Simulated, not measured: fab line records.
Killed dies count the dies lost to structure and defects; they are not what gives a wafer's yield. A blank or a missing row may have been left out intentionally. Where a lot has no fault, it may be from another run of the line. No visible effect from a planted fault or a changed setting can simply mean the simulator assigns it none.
Comparing a struck lot with a sound one | flow sky130 | 26 out of 708 route steps
Sound: the wafers L819.2, L819.4, L819.6. Wafers L827.2, L827.5, L827.6 were the ones struck. The cause is given at the end.
Order at every step that has rows: each side's tool, ch and its chambers, its first start. Under that, the readings that differ: sound wafers | struck wafers | difference of the means | sigmas: that difference in standard deviations of wafers without a fault.
alike: same words and numbers on both sides, and readings whose means sit less than 2 such deviations apart. not compared: any withheld reading, any reading some wafer has no value for, any bound like >300 that may hide the same value, and any number with overlapping values for which the record gives no deviation.
The two part at a step that has a row with sigmas, a row that says differs or no value, or rows on one side only. Non-overlapping numbers with no deviation appear without sigmas and do not part them. A reading missing from all wafers of one side parts the sides only when that side holds two or more wafers.

SKY_LDD_N_STRIP_16: strips in O2/N2.
  sound on plasma-asher-02 ch 0,1, day 20 00:12; struck on plasma-asher-04 ch 0,1, day 23 02:15
  alike: chamber-pressure-mTorr, drypump-motor-current-A, oes-product-au, strip-time-to-endpoint-s
  not compared: rf-hours-counter-h
SKY_LDD_N_TW_MEAS_17:
  sound: film-metro-01 at day 20 00:19; struck: film-metro-03 at day 23 02:22
  alike: LDD_N_TW
then, 7 steps without rows for these wafers: SKY_LDD_P_DEHYDRATE_00 (time 60 s); SKY_LDD_P_HMDS_01 (prime time 60 s); SKY_LDD_P_COAT_02 (resist thk 1140 nm); SKY_LDD_P_SOFTBAKE_03 (time 60 s); SKY_LDD_P_EXPOSE_04 (exposes mask PSDM, target cd 380 nm); SKY_LDD_P_PEB_05; SKY_LDD_P_DEVELOP_06 (develop time 60 s).
SKY_LDD_P_CD_MEAS_07: the cd target is 380 nm.
  sound: cd-sem-02 at day 21 06:44; struck: cd-sem-02 at day 24 08:47
  alike: cd-nm
SKY_LDD_P_OVL_MEAS_08:
  sound: overlay-01 at day 21 06:50; struck: overlay-02 at day 24 08:53
  alike: LDD_P_OVL
then, 1 step without rows for these wafers: SKY_LDD_P_IMPLANT_09.
SKY_LDD_P_STRIP_10: strips in O2/N2.
  sound on plasma-asher-03 ch 0,1, day 21 07:01; struck on plasma-asher-02 ch 0,1, day 24 09:04
  no value came back on the struck wafers for any of 5 readings (chamber-pressure-mTorr (mTorr), drypump-motor-current-A (A) and others); on the sound wafers chamber-pressure-mTorr (mTorr) reads 1498.4 1498.6 1500.6
  reading                                    | sound | struck         | difference | sigmas
  model.NOVOLAK_of_LDD_P_COAT_02.thk-nm (nm) | 0 0 0 | 1141 1145 1144 | +1143      |
  not compared: rf-hours-counter-h
SKY_LDD_P_TW_MEAS_11:
  sound: film-metro-04 at day 21 07:08; struck: film-metro-01 at day 24 09:11
  alike: LDD_P_TW
then, 7 steps without rows for these wafers: SKY_LDD_HVN_DEHYDRATE_00 (time 60 s); SKY_LDD_HVN_HMDS_01 (prime time 60 s); SKY_LDD_HVN_COAT_02 (resist thk 300 nm); SKY_LDD_HVN_SOFTBAKE_03 (time 60 s); SKY_LDD_HVN_EXPOSE_04 (exposes mask HVNTM, target cd 700 nm); SKY_LDD_HVN_PEB_05; SKY_LDD_HVN_DEVELOP_06 (develop time 60 s).
SKY_LDD_HVN_OVL_MEAS_07:
  sound: overlay-01 at day 22 13:04; struck: overlay-01 at day 25 14:47
  alike: LDD_HVN_OVL
then, 1 step without rows for these wafers: SKY_LDD_HVN_IMPLANT_08.
SKY_LDD_HVN_STRIP_09: strips in O2/N2.
  sound on plasma-asher-01 ch 0,1, day 22 13:15; struck on plasma-asher-02 ch 0,1, day 25 14:58
  reading                      | sound             | struck               | difference | sigmas
  oes-product-au (a.u.)        | 0.410 0.408 0.406 | 0.712 0.711 0.718    | +0.306     | +66
  strip-time-to-endpoint-s (s) | 4.129 4.152 4.143 | 21.810 21.842 21.821 | +17.683    | +99 or more
  alike: chamber-pressure-mTorr, drypump-motor-current-A
  not compared: rf-hours-counter-h
SKY_LDD_HVN_TW_MEAS_10:
  sound: film-metro-01 at day 22 13:22; struck: film-metro-01 at day 25 15:05
  reading    | sound          | struck   | difference | sigmas
  LDD_HVN_TW | 1433 1432 1432 | 30 30 30 | -1402      | -99 or more
then, 1 step without rows for these wafers: SKY_LDD_HVP_DEHYDRATE_00 (time 60 s).

## WHERE THEY PART
Last at SKY_LDD_HVN_TW_MEAS_10 as far as this record goes, first at SKY_LDD_P_STRIP_10.

WHY: the cause the simulator had injected
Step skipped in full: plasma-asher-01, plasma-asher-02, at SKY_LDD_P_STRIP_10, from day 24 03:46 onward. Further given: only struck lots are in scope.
